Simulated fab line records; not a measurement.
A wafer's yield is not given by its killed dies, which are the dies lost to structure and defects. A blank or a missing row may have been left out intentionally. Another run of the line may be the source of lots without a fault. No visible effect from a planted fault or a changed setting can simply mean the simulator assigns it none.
fab line records	flow sfq-line
[record] lots = 5	wafers = 23
route steps=325 shown INCOMING@2 L0@10 L0V@17 M0@35 I0@47 M1@59 I1@77 M2@92 I2@110
start-h: hours from the record's opening day to when the first of the lot's shown wafers began	wait-h: how many hours have passed since the lot's step before this one	" identical to the entry in the row above	L1.1+2: a single row standing in for several wafers	- no value present, or no start provided	* or withheld: withheld	< > ~ a bound
route shown NAME@n: a module of which the file shows steps, and the number in the route of the first	usual: average and standard deviation across the fault-free wafers	same: alike in all rows	chamber/n: place in a boat	sites: readings site by site	_std_site: standard deviation of those values	_edge_site: outer sites' mean less inner sites'	radius-mm: how far each site lies from the wafer's centre	mask NAME#n: copy n	behind: the last tool/chamber to shape the wafer	hold: what put the lot on hold/how long, in hours/how the hold closed	device: whichever transistor did not switch (one of n, p or np)	end of line: the route-end tests of the same wafers	where a step has no rows: the recipe by itself	killed: dies lost to structure and defects at the first sort, not the wafer's yield	map: a wafer's dies, marking killed ones x, the rest . and places with no die _
set.NAME: the setting the step ran with; set.NAME@STEP: the setting that earlier step ran with	model.NAME: the simulator's own value behind a step, which no gauge read
lots run with intentionally changed settings; tables by step, rows by wafer
[[steps]]
[step SFQ_TRILAYER_INCOMING_OXIDATION_002]
[recipe] temp-c = 1000	ambient = H2O	target-thk-a = 5000	p-h2o-torr = 720	ox-time-s = 4939
lot.wafer	tool	chamber	start-h	wait-h	set.ox-time-s	model.SiO2_of_TRILAYER_INCOMING_OXIDATION_002.thk-nm
L074.1	-	-	-	0.1	4480	481.3
L074.3	"	-	"	"	4480	479.5
L074.4	"	-	"	"	4480	470
L074.5	"	-	"	"	4480	474.4
L074.6	"	-	"	"	4480	476.6
L079.2	-	-	-	0.1	4939	511.9
L079.3	"	-	"	"	4939	500.1
L079.4	"	-	"	"	4939	504.4
L079.5	"	-	"	"	4939	508.4
L079.6	"	-	"	"	4939	500.3
L081.2	furnace-01	0	45.12	0.1	4939	503.7
L081.3	"	0	"	"	4939	506.8
L081.4	"	0	"	"	4939	503.9
L082.2	-	-	-	0.1	5382	534.1
L082.3	"	-	"	"	5382	538
L082.4	"	-	"	"	5382	540.9
L082.5	"	-	"	"	5382	540.8
L082.6	"	-	"	"	5382	531.1
L083.1	-	-	-	0.1	5612	531
L083.2	"	-	"	"	5612	530.8
L083.3	"	-	"	"	5612	529.8
L083.4	"	-	"	"	5612	531.6
L083.6	"	-	"	"	5612	539.6
[step SFQ_TRILAYER_L0_LITHO_PEB_008]
[recipe] peb-temp-c = 115	peb-time-s = 60	resist = KrF
lot.wafer	tool	chamber	start-h	wait-h	set.peb-time-s
L074.1+3+4+5+6	litho-track-04	0	35.78	1.0	60
L079.2+3+4+5+6	litho-track-04	0	66.66	0.8	60
L081.2+3+4	litho-track-03	0	77.46	0.8	60
L082.2+4	litho-track-01	0	79.86	0.8	60
L082.3+5+6	"	0	"	"	56.89
L083.1+2+4	litho-track-03	0	82.23	1.0	60
L083.3+6	"	0	"	"	55.84
[step SFQ_TRILAYER_L0_BARC_OPEN_METAL_ETCH_010]
[recipe] mask-material = PR	chemistry = O2	target-depth-nm = 125	target = BARC	icp-w = 600	bias-w = 80	pressure-mtorr = 10	time-s = 41.7
lot.wafer	tool	chamber	start-h	wait-h	set.icp-w	set.peb-time-s@TRILAYER_L0_LITHO_PEB_008	model.L0.cd-nm	model.KrF_of_TRILAYER_L0_LITHO_COAT_005.thk-nm
L074.1	rie-metal-01	1	36.08	0.1	666.6	60	2001	515.5
L074.3	"	1	"	"	600	60	2002	522.8
L074.4	"	0	"	"	666.6	60	2000	517.1
L074.5	"	0	"	"	600	60	2000	522
L074.6	"	1	"	"	600	60	2000	521.7
L079.2	rie-metal-01	1	66.93	0.1	600	60	2003	522.2
L079.3	"	1	"	"	600	60	2001	522.2
L079.4	"	0	"	"	627.4	60	2001	519
L079.5	"	0	"	"	627.4	60	2001	520.2
L079.6	"	1	"	"	627.4	60	2002	519.2
L081.2	rie-metal-04	0	77.73	0.1	600	60	2002	523.9
L081.3	"	0	"	"	600	60	2002	525.7
L081.4	"	1	"	"	600	60	2003	524.2
L082.2	rie-metal-04	0	80.13	0.1	560.4	60	2002	525.3
L082.3	"	1	"	"	560.4	56.89	2010	523.4
L082.4	"	0	"	"	560.4	60	2001	524.8
L082.5	"	1	"	"	600	56.89	2010	521.4
L082.6	"	0	"	"	600	56.89	2008	521.1
L083.1	rie-metal-04	1	82.53	0.1	600	60	2004	520.9
L083.2	"	0	"	"	600	60	2002	521.1
L083.3	"	1	"	"	600	55.84	2014	521.3
L083.4	"	0	"	"	600	60	2002	521.6
L083.6	"	1	"	"	600	55.84	2013	520.1
[step SFQ_TRILAYER_L0_VIA_LITHO_COAT_018]
[recipe] resist = BARC	spin-rpm = 3000	resist-thk-nm = 62
lot.wafer	tool	chamber	start-h	wait-h	set.resist-thk-nm	model.BARC_of_TRILAYER_L0_VIA_LITHO_COAT_018.thk-nm
L074.1	litho-track-02	0	37.16	0.0	62	61.84
L074.3	"	0	"	"	59.8	59.63
L074.4	"	0	"	"	59.8	59.79
L074.5	"	0	"	"	59.8	59.58
L074.6	"	0	"	"	62	61.6
L079.2	litho-track-02	0	67.89	0.1	62	61.99
L079.3	"	0	"	"	62	62.02
L079.4	"	0	"	"	62	61.93
L079.5	"	0	"	"	62	62.04
L079.6	"	0	"	"	62	61.91
L081.2	litho-track-04	0	78.69	0.1	62	62.15
L081.3	"	0	"	"	62	62.37
L081.4	"	0	"	"	62	62.2
L082.2	litho-track-04	0	81.09	0.1	62	62.27
L082.3	"	0	"	"	62	62.17
L082.4	"	0	"	"	65.15	65.27
L082.5	"	0	"	"	65.15	65.36
L082.6	"	0	"	"	62	62.21
L083.1	litho-track-02	0	83.44	0.0	58.61	58.44
L083.2	"	0	"	"	58.61	58.62
L083.3	"	0	"	"	62	62.14
L083.4	"	0	"	"	62	61.94
L083.6	"	0	"	"	58.61	58.46
[step SFQ_TRILAYER_L0_VIA_LITHO_COAT_013]
[recipe] resist = KrF	spin-rpm = 3000	resist-thk-nm = 650
[step SFQ_TRILAYER_L0_VIA_LITHO_SOFTBAKE_017]
[recipe] temp-c = withheld	time-s = withheld	resist = KrF
[step SFQ_TRILAYER_L0_VIA_LITHO_DEVELOP_015]
[recipe] time-s = 60	resist = KrF
[step SFQ_TRILAYER_L0_VIA_BARC_OPEN_VIA_ETCH_021]
[recipe] mask-material = PR	chemistry = O2	target-depth-nm = 125	target = BARC	source-w = 509.7	bias-w = 80	pressure-mtorr = 30	time-s = 41.7
[usual] oes-product-au = 0.685/0.0044
lot.wafer	tool	chamber	start-h	wait-h	set.resist-thk-nm@TRILAYER_L0_VIA_LITHO_COAT_018	oes-product-au
L074.1	rie-diel-03	2	97.17	0.0	62	0.680
L074.3	"	3	"	"	59.8	0.669
L074.4	"	0	"	"	59.8	0.674
L074.5	"	2	"	"	59.8	0.672
L074.6	"	3	"	"	62	0.681
L079.2	rie-diel-04	2	133.45	0.0	62	0.680
L079.3	"	1	"	"	62	0.682
L079.4	"	0	"	"	62	0.685
L079.5	"	0	"	"	62	0.683
L079.6	"	3	"	"	62	0.682
L081.2	rie-diel-01	2	143.97	0.0	62	0.680
L081.3	"	1	"	"	62	0.687
L081.4	"	3	"	"	62	0.693
L082.2	rie-diel-04	0	147.57	0.0	62	0.688
L082.3	"	2	"	"	62	0.689
L082.4	"	3	"	"	65.15	0.702
L082.5	"	0	"	"	65.15	0.700
L082.6	"	1	"	"	62	0.688
L083.1	rie-diel-03	2	151.17	0.0	58.61	0.668
L083.2	"	3	"	"	58.61	0.678
L083.3	"	0	"	"	62	0.688
L083.4	"	1	"	"	62	0.685
L083.6	"	1	"	"	58.61	0.671
[step SFQ_TRILAYER_M0_LITHO_EXPOSE_022]
[recipe] mask-id = M0	na = 0.6	source-shape = conventional	sigma-outer = 0.65	target-cd-nm = 500	dose-mj = 14.4
lot.wafer	tool	chamber	start-h	wait-h	mask	set.dose-mj
L074.1+3+5	krf-scanner-01	0	167.73	-	M0#0	14.4
L074.4+6	"	0	"	"	M0#0	13.82
L079.2+3+4+5+6	krf-scanner-01	0	208.36	-	M0#0	14.4
L081.2+3+4	krf-scanner-01	0	225.71	-	M0#0	14.4
L082.2+5	krf-scanner-01	0	228.11	-	M0#0	13.84
L082.3+4+6	"	0	"	"	M0#0	14.4
L083.1+2	krf-scanner-01	0	232.71	-	M0#0	14.4
L083.3+4+6	"	0	"	"	M0#0	14.67
[step SFQ_TRILAYER_M0_LITHO_PEB_024]
[recipe] peb-temp-c = 115	peb-time-s = 60	resist = KrF
[step SFQ_TRILAYER_M0_LITHO_DEVELOP_023]
[recipe] time-s = 60	resist = KrF
[step SFQ_TRILAYER_M0_BARC_OPEN_METAL_ETCH_031]
[recipe] mask-material = PR	chemistry = O2	target-depth-nm = 125	target = BARC	icp-w = 600	bias-w = 80	pressure-mtorr = 10	time-s = 41.7
lot.wafer	tool	chamber	start-h	wait-h	set.dose-mj@TRILAYER_M0_LITHO_EXPOSE_022	model.M0.cd-nm
L074.1	rie-metal-03	0	169.27	0.0	14.4	498.7
L074.3	"	1	"	"	14.4	499.8
L074.4	"	0	"	"	13.82	507.5
L074.5	"	1	"	"	14.4	500.6
L074.6	"	0	"	"	13.82	506.2
L079.2	rie-metal-02	0	209.69	0.0	14.4	500.7
L079.3	"	1	"	"	14.4	501.1
L079.4	"	0	"	"	14.4	500.4
L079.5	"	1	"	"	14.4	500.1
L079.6	"	0	"	"	14.4	501.3
L081.2	rie-metal-02	1	227.04	0.0	14.4	501.3
L081.3	"	0	"	"	14.4	500.4
L081.4	"	1	"	"	14.4	501.5
L082.2	rie-metal-03	1	229.44	0.0	13.84	507.7
L082.3	"	0	"	"	14.4	500.7
L082.4	"	1	"	"	14.4	502.7
L082.5	"	0	"	"	13.84	507.9
L082.6	"	1	"	"	14.4	500
L083.1	rie-metal-02	1	234.24	0.0	14.4	499.9
L083.2	"	0	"	"	14.4	500
L083.3	"	0	"	"	14.67	497
L083.4+6	"	1,0	"	"	14.67	496.7
[step SFQ_TRILAYER_M0_ETCH_METAL_ETCH_024]
[recipe] target = Nb	stop-on = SiO2	mask-material = PR	chemistry = Cl2/Ar	target-depth-nm = 240	icp-w = 600	bias-w = 80	pressure-mtorr = 10	time-s = 120
lot.wafer	tool	chamber	start-h	wait-h	set.dose-mj@TRILAYER_M0_LITHO_EXPOSE_022	model.M0.cd-nm
L074.1	rie-metal-03	0	169.32	0.0	14.4	499.9
L074.3	"	1	"	"	14.4	499.2
L074.4	"	0	"	"	13.82	508.2
L074.5	"	1	"	"	14.4	500.4
L074.6	"	0	"	"	13.82	508.1
L079.2	rie-metal-02	0	209.75	0.0	14.4	498.4
L079.3	"	1	"	"	14.4	502.8
L079.4	"	0	"	"	14.4	498
L079.5	"	1	"	"	14.4	501.1
L079.6	"	0	"	"	14.4	500.2
L081.2+4	rie-metal-02	1	227.10	0.0	14.4	503.3
L081.3	"	0	"	"	14.4	498.7
L082.2	rie-metal-03	1	229.50	0.0	13.84	506.4
L082.3	"	0	"	"	14.4	501.9
L082.4	"	1	"	"	14.4	501.8
L082.5	"	0	"	"	13.84	509.6
L082.6	"	1	"	"	14.4	498.7
L083.1	rie-metal-02	1	234.30	0.0	14.4	501.5
L083.2	"	0	"	"	14.4	497.5
L083.3	"	0	"	"	14.67	493.5
L083.4	"	1	"	"	14.67	497.1
L083.6	"	0	"	"	14.67	493.7
[step SFQ_TRILAYER_I0_VIA_LITHO_COAT_036]
[recipe] resist = BARC	spin-rpm = 3000	resist-thk-nm = 62
lot.wafer	tool	chamber	start-h	wait-h	set.spin-rpm	model.BARC_of_TRILAYER_I0_VIA_LITHO_COAT_036.thk-nm
L074.1	litho-track-03	0	176.99	1.0	3000	62.26
L074.3	"	0	"	"	3000	62.15
L074.4	"	0	"	"	3000	62.3
L074.5	"	0	"	"	3000	62.13
L074.6	"	0	"	"	3000	62.12
L079.2	litho-track-01	0	215.58	0.9	3000	61.9
L079.3	"	0	"	"	2868	63.63
L079.4	"	0	"	"	3000	62.24
L079.5	"	0	"	"	2868	63.51
L079.6	"	0	"	"	3000	61.84
L081.2	litho-track-02	0	233.05	0.8	3000	61.91
L081.3	"	0	"	"	3000	61.99
L081.4	"	0	"	"	3000	61.79
L082.2	litho-track-02	0	237.33	0.8	3000	61.51
L082.3	"	0	"	"	3136	60.12
L082.4	"	0	"	"	3000	61.44
L082.5	"	0	"	"	3000	61.49
L082.6	"	0	"	"	3136	60.24
L083.1	litho-track-03	0	243.28	1.0	2898	63.01
L083.2	"	0	"	"	3000	61.85
L083.3	"	0	"	"	2898	62.86
L083.4	"	0	"	"	3000	61.88
L083.6	"	0	"	"	2898	63.02
[step SFQ_TRILAYER_M1_DEP_SPUTTER_037]
[recipe] material = Nb	base-pressure-pa = 1.33e-06	chamber-pressure-pa = 0.1333	substrate-temp-c = 20	resputter-cathode-voltage-v = 400	target-thk-nm = 200	power-w = 2000	time-s = 133.3
lot.wafer	tool	chamber	start-h	wait-h	set.time-s	model.Nb_of_TRILAYER_M1_DEP_SPUTTER_037.thk-nm
L074.1	pvd-sputter-04	-	206.93	0.0	133.3	198.7
L074.3	"	-	"	"	120.6	180.3
L074.4	"	-	"	"	133.3	200.7
L074.5	"	-	"	"	133.3	199.2
L074.6	"	-	"	"	120.6	182.6
L079.2	pvd-sputter-03	-	250.53	0.0	128.2	188
L079.3	"	-	"	"	133.3	198.1
L079.4	"	-	"	"	133.3	200.5
L079.5	"	-	"	"	133.3	196.7
L079.6	"	-	"	"	128.2	192.4
L081.2	pvd-sputter-04	-	268.34	0.0	133.3	199.9
L081.3	"	-	"	"	133.3	201.2
L081.4	"	-	"	"	133.3	198.6
L082.2	pvd-sputter-04	-	273.14	0.0	133.3	200.1
L082.3	"	-	"	"	133.3	199.4
L082.4	"	-	"	"	152.1	228
L082.5	"	-	"	"	133.3	198.4
L082.6	"	-	"	"	152.1	229.1
L083.1+4	pvd-sputter-04	-	284.35	0.0	133.3	202.7
L083.2	"	-	"	"	124.5	190.8
L083.3	"	-	"	"	133.3	205.7
L083.6	"	-	"	"	124.5	190.7
[step SFQ_M1_RS_MEAS_909]
[recipe] thk-meas-gauge = four-point-probe	reads = Nb_of_TRILAYER_M1_DEP_SPUTTER_037
[usual] M1_NB_RS = 0.890/0.0092
lot.wafer	tool	chamber	start-h	wait-h	set.time-s@TRILAYER_M1_DEP_SPUTTER_037	M1_NB_RS[ohm/sq]
L074.1	film-metro-02	-	207.02	0.0	133.3	0.898
L074.3	"	-	"	"	120.6	0.989
L074.4	"	-	"	"	133.3	0.887
L074.5	"	-	"	"	133.3	0.896
L074.6	"	-	"	"	120.6	0.979
L079.2	film-metro-04	-	250.64	0.1	128.2	0.946
L079.3	"	-	"	"	133.3	0.895
L079.4	"	-	"	"	133.3	0.886
L079.5	"	-	"	"	133.3	0.903
L079.6	"	-	"	"	128.2	0.923
L081.2	film-metro-03	-	268.45	0.1	133.3	0.887
L081.3	"	-	"	"	133.3	0.882
L081.4	"	-	"	"	133.3	0.895
L082.2	film-metro-02	-	273.25	0.1	133.3	0.891
L082.3	"	-	"	"	133.3	0.896
L082.4	"	-	"	"	152.1	0.781
L082.5	"	-	"	"	133.3	0.899
L082.6	"	-	"	"	152.1	0.777
L083.1	film-metro-02	-	284.44	0.0	133.3	0.880
L083.2	"	-	"	"	124.5	0.936
L083.3	"	-	"	"	133.3	0.867
L083.4	"	-	"	"	133.3	0.880
L083.6	"	-	"	"	124.5	0.935
[step SFQ_TRILAYER_M1_LITHO_EXPOSE_040]
[recipe] mask-id = M1	na = 0.6	source-shape = conventional	sigma-outer = 0.65	target-cd-nm = 500	dose-mj = 14.4
lot.wafer	tool	chamber	start-h	wait-h	mask	set.dose-mj
L074.1+3+6	krf-scanner-01	0	295.11	-	M1#0	14.4
L074.4+5	"	0	"	"	M1#0	13.65
L079.2+3+4+5+6	krf-scanner-01	0	342.21	-	M1#0	14.4
L081.2+3+4	krf-scanner-01	0	363.08	-	M1#0	14.4
L082.2+3+4+5+6	krf-scanner-01	0	368.97	-	M1#0	14.4
L083.1+2+3+4+6	krf-scanner-01	0	381.32	-	M1#0	14.4
[step SFQ_TRILAYER_M1_LITHO_PEB_042]
[recipe] peb-temp-c = 115	peb-time-s = 58.06	resist = KrF
[step SFQ_TRILAYER_M1_LITHO_DEVELOP_041]
[recipe] time-s = 60	resist = KrF
[step SFQ_TRILAYER_M1_BARC_OPEN_METAL_ETCH_054]
[recipe] mask-material = PR	chemistry = O2	target-depth-nm = 125	target = BARC	icp-w = 600	bias-w = 80	pressure-mtorr = 10	time-s = 41.7
[step SFQ_TRILAYER_M1_ETCH_METAL_ETCH_042]
[recipe] target = Nb	stop-on = SiO2	mask-material = PR	chemistry = Cl2/Ar	target-depth-nm = 240	icp-w = 600	bias-w = 80	pressure-mtorr = 10	time-s = 120
[usual] oes-product-au = 0.894/0.0071
lot.wafer	tool	chamber	start-h	wait-h	set.time-s@TRILAYER_M1_DEP_SPUTTER_037	oes-product-au
L074.1	rie-metal-04	1	296.70	0.0	133.3	0.894
L074.3	"	1	"	"	120.6	0.842
L074.4	"	0	"	"	133.3	0.893
L074.5	"	0	"	"	133.3	0.890
L074.6	"	1	"	"	120.6	0.845
L079.2	rie-metal-01	1	343.60	0.0	128.2	0.865
L079.3	"	1	"	"	133.3	0.882
L079.4	"	0	"	"	133.3	0.889
L079.5	"	1	"	"	133.3	0.884
L079.6	"	0	"	"	128.2	0.868
L081.2	rie-metal-01	0	364.50	0.1	133.3	0.893
L081.3	"	1	"	"	133.3	0.900
L081.4	"	0	"	"	133.3	0.893
L082.2	rie-metal-01	1	370.37	0.0	133.3	0.897
L082.3	"	1	"	"	133.3	0.897
L082.4	"	0	"	"	152.1	0.963
L082.5	"	1	"	"	133.3	0.890
L082.6	"	0	"	"	152.1	0.978
L083.1	rie-metal-03	1	382.92	0.0	133.3	0.908
L083.2	"	0	"	"	124.5	0.868
L083.3	"	0	"	"	133.3	0.910
L083.4	"	1	"	"	133.3	0.898
L083.6	"	1	"	"	124.5	0.872
[step SFQ_TRILAYER_I1_VIA_LITHO_COAT_054]
[recipe] resist = BARC	spin-rpm = 3000	resist-thk-nm = 62
lot.wafer	tool	chamber	start-h	wait-h	set.spin-rpm	model.BARC_of_TRILAYER_I1_VIA_LITHO_COAT_054.thk-nm
L074.1	litho-track-02	0	304.99	1.0	2815	63.73
L074.3	"	0	"	"	3000	61.78
L074.4	"	0	"	"	2815	63.61
L074.5	"	0	"	"	3000	61.67
L074.6	"	0	"	"	3000	61.86
L079.2	litho-track-01	0	357.16	0.8	3000	61.67
L079.3	"	0	"	"	3000	61.94
L079.4	"	0	"	"	2837	63.55
L079.5	"	0	"	"	2837	63.42
L079.6	"	0	"	"	3000	61.78
L081.2	litho-track-04	0	381.70	0.8	3000	61.85
L081.3	"	0	"	"	3000	61.86
L081.4	"	0	"	"	3000	61.92
L082.2	litho-track-02	0	386.99	0.8	3000	61.85
L082.3	"	0	"	"	3000	61.92
L082.4	"	0	"	"	3000	61.89
L082.5	"	0	"	"	3000	61.69
L082.6	"	0	"	"	3000	61.71
L083.1	litho-track-02	0	396.65	1.0	2881	63.32
L083.2	"	0	"	"	2881	63.27
L083.3	"	0	"	"	2881	63.11
L083.4	"	0	"	"	3000	62.03
L083.6	"	0	"	"	3000	61.78
[step SFQ_TRILAYER_M2_LITHO_COAT_062]
[recipe] resist = BARC	spin-rpm = 3000	resist-thk-nm = 62
lot.wafer	tool	chamber	start-h	wait-h	set.resist-thk-nm	model.BARC_of_TRILAYER_M2_LITHO_COAT_062.thk-nm
L074.1	litho-track-02	0	349.42	0.1	58.75	58.61
L074.3	"	0	"	"	62	61.67
L074.4	"	0	"	"	62	61.57
L074.5	"	0	"	"	58.75	58.27
L074.6	"	0	"	"	62	61.79
L079.2	litho-track-04	0	401.82	0.1	62	62.02
L079.3	"	0	"	"	62	62.11
L079.4	"	0	"	"	62	61.97
L079.5	"	0	"	"	62	62.25
L079.6	"	0	"	"	62	62.07
L081.2	litho-track-02	0	425.93	0.1	62	61.75
L081.3	"	0	"	"	62	61.91
L081.4	"	0	"	"	62	61.89
L082.2	litho-track-02	0	430.73	0.1	60.4	60.35
L082.3	"	0	"	"	62	62.19
L082.4+5	"	0	"	"	62	62.05
L082.6	"	0	"	"	60.4	60.25
L083.1	litho-track-02	0	442.47	0.1	58.84	58.78
L083.2	"	0	"	"	62	61.87
L083.3	"	0	"	"	58.84	58.86
L083.4	"	0	"	"	62	61.92
L083.6	"	0	"	"	62	62
[step SFQ_TRILAYER_M2_BARC_OPEN_METAL_ETCH_077]
[recipe] mask-material = PR	chemistry = O2	target-depth-nm = 125	target = BARC	icp-w = 600	bias-w = 80	pressure-mtorr = 10	time-s = 41.7
[usual] oes-product-au = 0.685/0.004
lot.wafer	tool	chamber	start-h	wait-h	set.icp-w	set.resist-thk-nm@TRILAYER_M2_LITHO_COAT_062	oes-product-au	model.KrF_of_TRILAYER_M2_LITHO_COAT_057.thk-nm
L074.1	rie-metal-03	1	461.63	0.0	652.7	58.75	0.668	518.4
L074.3	"	0	"	"	652.7	62	0.681	516.7
L074.4	"	1	"	"	652.7	62	0.684	519
L074.5	"	1	"	"	600	58.75	0.663	525.2
L074.6	"	0	"	"	600	62	0.683	523
L079.2	rie-metal-02	0	521.73	0.0	635.7	62	0.687	521.5
L079.3	"	0	"	"	635.7	62	0.684	521.6
L079.4	"	1	"	"	600	62	0.687	523.7
L079.5	"	0	"	"	635.7	62	0.685	522.3
L079.6	"	1	"	"	600	62	0.686	524.3
L081.2	rie-metal-02	1	545.73	0.0	600	62	0.692	523.1
L081.3	"	1	"	"	600	62	0.687	522.7
L081.4	"	0	"	"	600	62	0.689	522.9
L082.2	rie-metal-02	1	554.68	0.0	600	60.4	0.678	523.1
L082.3	"	0	"	"	600	62	0.682	522.2
L082.4	"	1	"	"	600	62	0.677	522.2
L082.5	"	1	"	"	600	62	0.682	522.4
L082.6	"	0	"	"	600	60.4	0.686	521.6
L083.1	rie-metal-04	0	576.00	0.0	600	58.84	0.670	522.8
L083.2	"	1	"	"	600	62	0.682	520
L083.3	"	1	"	"	540.1	58.84	0.666	526
L083.4	"	0	"	"	540.1	62	0.688	525.1
L083.6	"	0	"	"	540.1	62	0.685	525.8
[step SFQ_TRILAYER_I2_VIA_LITHO_EXPOSE_068]
[recipe] mask-id = I2	na = 0.6	source-shape = conventional	sigma-outer = 0.65	target-cd-nm = 500	dose-mj = 21.3
lot.wafer	tool	chamber	start-h	wait-h	mask	set.dose-mj
L074.1+6	krf-scanner-02	0	510.50	-	I2#0	22.28
L074.3+4+5	"	0	"	"	I2#0	21.3
L079.2+4+5	krf-scanner-02	0	561.10	-	I2#0	21.3
L079.3+6	"	0	"	"	I2#0	20.5
L081.2+3+4	krf-scanner-02	0	578.65	-	I2#0	21.3
L082.2+3+4+5+6	krf-scanner-02	0	588.35	-	I2#0	21.3
L083.1+3+6	krf-scanner-02	0	601.35	-	I2#0	19.97
L083.2+4	"	0	"	"	I2#0	21.3
[[key]]
[split] step = SFQ_TRILAYER_INCOMING_OXIDATION_002	setting = ox-time-s	stated = 4939	by = lot
[response] step = SFQ_TRILAYER_INCOMING_OXIDATION_002	reading = model.SiO2_of_TRILAYER_INCOMING_OXIDATION_002.thk-nm	change = +2.67	per = 1%	r = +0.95
[split] step = SFQ_TRILAYER_L0_LITHO_PEB_008	setting = peb-time-s	stated = 60	by = wafer
[response] step = SFQ_TRILAYER_L0_BARC_OPEN_METAL_ETCH_010	reading = model.L0.cd-nm	change = -1.52	per = 1%	r = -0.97
[split] step = SFQ_TRILAYER_L0_BARC_OPEN_METAL_ETCH_010	setting = icp-w	stated = 600	by = wafer
[response] step = SFQ_TRILAYER_L0_BARC_OPEN_METAL_ETCH_010	reading = model.KrF_of_TRILAYER_L0_LITHO_COAT_005.thk-nm	change = -0.529	per = 1%	r = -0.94
[split] step = SFQ_TRILAYER_L0_VIA_LITHO_COAT_018	setting = resist-thk-nm	stated = 62	by = wafer
[response] step = SFQ_TRILAYER_L0_VIA_LITHO_COAT_018	reading = model.BARC_of_TRILAYER_L0_VIA_LITHO_COAT_018.thk-nm	change = +0.62	per = 1%	r = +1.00
[response] step = SFQ_TRILAYER_L0_VIA_BARC_OPEN_VIA_ETCH_021	reading = oes-product-au	change = +0.00251	per = 1%	r = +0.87
[split] step = SFQ_TRILAYER_M0_LITHO_EXPOSE_022	setting = dose-mj	stated = 14.4	by = wafer
[response] step = SFQ_TRILAYER_M0_BARC_OPEN_METAL_ETCH_031	reading = model.M0.cd-nm	change = -1.74	per = 1%	r = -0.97
[response] step = SFQ_TRILAYER_M0_ETCH_METAL_ETCH_024	reading = model.M0.cd-nm	change = -2.02	per = 1%	r = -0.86
[split] step = SFQ_TRILAYER_I0_VIA_LITHO_COAT_036	setting = spin-rpm	stated = 3000	by = wafer
[response] step = SFQ_TRILAYER_I0_VIA_LITHO_COAT_036	reading = model.BARC_of_TRILAYER_I0_VIA_LITHO_COAT_036.thk-nm	change = -0.322	per = 1%	r = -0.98
[split] step = SFQ_TRILAYER_M1_DEP_SPUTTER_037	setting = time-s	stated = 133.3	by = wafer
[response] step = SFQ_TRILAYER_M1_DEP_SPUTTER_037	reading = model.Nb_of_TRILAYER_M1_DEP_SPUTTER_037.thk-nm	change = +2.01	per = 1%	r = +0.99
[response] step = SFQ_M1_RS_MEAS_909	reading = M1_NB_RS	change = -0.00876	per = 1%	r = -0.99
[response] step = SFQ_TRILAYER_M1_ETCH_METAL_ETCH_042	reading = oes-product-au	change = +0.0053	per = 1%	r = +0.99
[split] step = SFQ_TRILAYER_M1_LITHO_EXPOSE_040	setting = dose-mj	stated = 14.4	by = wafer
response none clear
[split] step = SFQ_TRILAYER_I1_VIA_LITHO_COAT_054	setting = spin-rpm	stated = 3000	by = wafer
[response] step = SFQ_TRILAYER_I1_VIA_LITHO_COAT_054	reading = model.BARC_of_TRILAYER_I1_VIA_LITHO_COAT_054.thk-nm	change = -0.314	per = 1%	r = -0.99
[split] step = SFQ_TRILAYER_M2_LITHO_COAT_062	setting = resist-thk-nm	stated = 62	by = wafer
[response] step = SFQ_TRILAYER_M2_LITHO_COAT_062	reading = model.BARC_of_TRILAYER_M2_LITHO_COAT_062.thk-nm	change = +0.623	per = 1%	r = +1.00
[response] step = SFQ_TRILAYER_M2_BARC_OPEN_METAL_ETCH_077	reading = oes-product-au	change = +0.00288	per = 1%	r = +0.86
[split] step = SFQ_TRILAYER_M2_BARC_OPEN_METAL_ETCH_077	setting = icp-w	stated = 600	by = wafer
[response] step = SFQ_TRILAYER_M2_BARC_OPEN_METAL_ETCH_077	reading = model.KrF_of_TRILAYER_M2_LITHO_COAT_057.thk-nm	change = -0.51	per = 1%	r = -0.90
[split] step = SFQ_TRILAYER_I2_VIA_LITHO_EXPOSE_068	setting = dose-mj	stated = 21.3	by = wafer
response none in this file
